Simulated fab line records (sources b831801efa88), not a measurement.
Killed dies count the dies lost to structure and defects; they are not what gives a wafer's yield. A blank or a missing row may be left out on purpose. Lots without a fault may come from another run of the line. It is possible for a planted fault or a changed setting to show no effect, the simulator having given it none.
What tool caused it? || flow sky130 || 11 lots with 33 wafers sampled at 3 steps, on a route of 708 steps

== WHAT THE GAUGES SHOWED, per wafer ==
SKY_POLY_CUT_OVL_MEAS_09. Usual: for POLY_CUT_OVL the level is -2 nm and the standard deviation is 5.4.
{"lot": "L371", "measured": "day 25 13:25", "on": "overlay-01", "POLY_CUT_OVL (nm)": "-12 -6 -8", "flag": ""}
{"lot": "L377", "measured": "day 27 09:02", "on": "overlay-02", "POLY_CUT_OVL (nm)": "6 6 6", "flag": ""}
{"lot": "L378", "measured": "day 28 07:40", "on": "overlay-01", "POLY_CUT_OVL (nm)": "2 4 3", "flag": ""}
{"lot": "L382", "measured": "day 29 11:59", "on": "overlay-01", "POLY_CUT_OVL (nm)": "5 10 -2", "flag": ""}
{"lot": "L385", "measured": "day 31 02:05", "on": "overlay-02", "POLY_CUT_OVL (nm)": "-9 -4 -4", "flag": ""}
{"lot": "L386", "measured": "day 31 03:55", "on": "overlay-02", "POLY_CUT_OVL (nm)": "3 5 0", "flag": ""}
{"lot": "L387", "measured": "day 31 04:02", "on": "overlay-02", "POLY_CUT_OVL (nm)": "0 1 -4", "flag": ""}
{"lot": "L388", "measured": "day 31 05:48", "on": "overlay-02", "POLY_CUT_OVL (nm)": "4 7 -2", "flag": ""}
{"lot": "L389", "measured": "day 31 15:37", "on": "overlay-02", "POLY_CUT_OVL (nm)": "-3 6 1", "flag": ""}
{"lot": "L390", "measured": "day 31 15:58", "on": "overlay-01", "POLY_CUT_OVL (nm)": "-16 -10 -13", "flag": ""}
{"lot": "L391", "measured": "day 32 03:31", "on": "overlay-01", "POLY_CUT_OVL (nm)": "6 1 5", "flag": ""}

SKY_SD_N_OVL_MEAS_08. Usual: for SD_N_OVL the level is 0.6 nm and the standard deviation is 1.4.
{"lot": "L371", "measured": "day 29 04:53", "on": "overlay-01", "SD_N_OVL (nm)": "0.2 1.5 1.9", "flag": ""}
{"lot": "L377", "measured": "day 30 21:44", "on": "overlay-02", "SD_N_OVL (nm)": "2.3 1.1 -0.8", "flag": ""}
{"lot": "L378", "measured": "day 31 19:29", "on": "overlay-01", "SD_N_OVL (nm)": "3.3 0.3 1.6", "flag": ""}
{"lot": "L382", "measured": "day 32 23:26", "on": "overlay-02", "SD_N_OVL (nm)": "0.6 0.7 1.8", "flag": ""}
{"lot": "L385", "measured": "day 34 12:30", "on": "overlay-02", "SD_N_OVL (nm)": "0.2 2.2 1.0", "flag": ""}
{"lot": "L386", "measured": "day 34 13:59", "on": "overlay-02", "SD_N_OVL (nm)": "1.1 0.3 -0.3", "flag": ""}
{"lot": "L387", "measured": "day 34 14:35", "on": "overlay-02", "SD_N_OVL (nm)": "1.9 1.1 0.6", "flag": ""}
{"lot": "L388", "measured": "day 34 15:48", "on": "overlay-01", "SD_N_OVL (nm)": "-1.1 -3.1 -2.2", "flag": ""}
{"lot": "L389", "measured": "day 35 01:42", "on": "overlay-01", "SD_N_OVL (nm)": "-0.5 1.2 0.8", "flag": ""}
{"lot": "L390", "measured": "day 35 02:20", "on": "overlay-01", "SD_N_OVL (nm)": "2.0 0.9 3.6", "flag": ""}
{"lot": "L391", "measured": "day 35 14:01", "on": "overlay-02", "SD_N_OVL (nm)": "0.1 -2.8 -1.1", "flag": ""}

SKY_LI_CONTACT_BOW_MEAS_03. Usual: for LI_CONTACT_BOW the level is 55 um and the standard deviation is 7.3.
{"lot": "L371", "measured": "day 29 06:26", "on": "film-metro-01", "LI_CONTACT_BOW (um)": "54 43 67", "flag": ""}
{"lot": "L377", "measured": "day 30 23:22", "on": "film-metro-01", "LI_CONTACT_BOW (um)": "56 48 60", "flag": ""}
{"lot": "L378", "measured": "day 31 21:04", "on": "film-metro-01", "LI_CONTACT_BOW (um)": "61 43 44", "flag": ""}
{"lot": "L382", "measured": "day 33 01:00", "on": "film-metro-01", "LI_CONTACT_BOW (um)": "66 64 59", "flag": ""}
{"lot": "L385", "measured": "day 34 14:07", "on": "film-metro-01", "LI_CONTACT_BOW (um)": "70 63 51", "flag": ""}
{"lot": "L386", "measured": "day 34 15:38", "on": "film-metro-01", "LI_CONTACT_BOW (um)": "43 53 40", "flag": ""}
{"lot": "L387", "measured": "day 34 16:08", "on": "film-metro-04", "LI_CONTACT_BOW (um)": "51 53 43", "flag": ""}
{"lot": "L388", "measured": "day 34 17:23", "on": "film-metro-02", "LI_CONTACT_BOW (um)": "50 56 61", "flag": ""}
{"lot": "L389", "measured": "day 35 03:16", "on": "film-metro-01", "LI_CONTACT_BOW (um)": "59 53 58", "flag": ""}
{"lot": "L390", "measured": "day 35 03:55", "on": "film-metro-04", "LI_CONTACT_BOW (um)": "71 55 46", "flag": ""}
{"lot": "L391", "measured": "day 35 15:35", "on": "film-metro-01", "LI_CONTACT_BOW (um)": "45 55 58", "flag": ""}

== TOOL THAT RAN EACH LOT (tool first, then ch and the chambers of the sampled wafers, then the start) ==
Before these readings, the record contains no process step.

== WHAT THE TOOLS THEMSELVES READ (means of the sampled wafers that have a number; where no wafer has one, the mark that the record gives instead) ==
The record holds no such reading with a usual standard deviation.

== THE ANSWER, worked out from the rows above alone ==
Rule: a lot counts as off when the mean over its wafers that have a number is more than 3 standard deviations away from the usual mean. Also off: a lot with no number at a reading for which 4 or more lots have one. Where the step has rows for the other lots, those lots are counted as sound. The gauges are gone through in route order, then the tools' own readings, and for those a lot's mean is taken as printed above. The first step at which some lot is off is used, and at that step the reading that is off furthest; a lot without a number counts as furthest.
No lot is off on any of the readings shown, so nothing can be concluded from this.

== WHAT THE SIMULATOR PUT IN ==
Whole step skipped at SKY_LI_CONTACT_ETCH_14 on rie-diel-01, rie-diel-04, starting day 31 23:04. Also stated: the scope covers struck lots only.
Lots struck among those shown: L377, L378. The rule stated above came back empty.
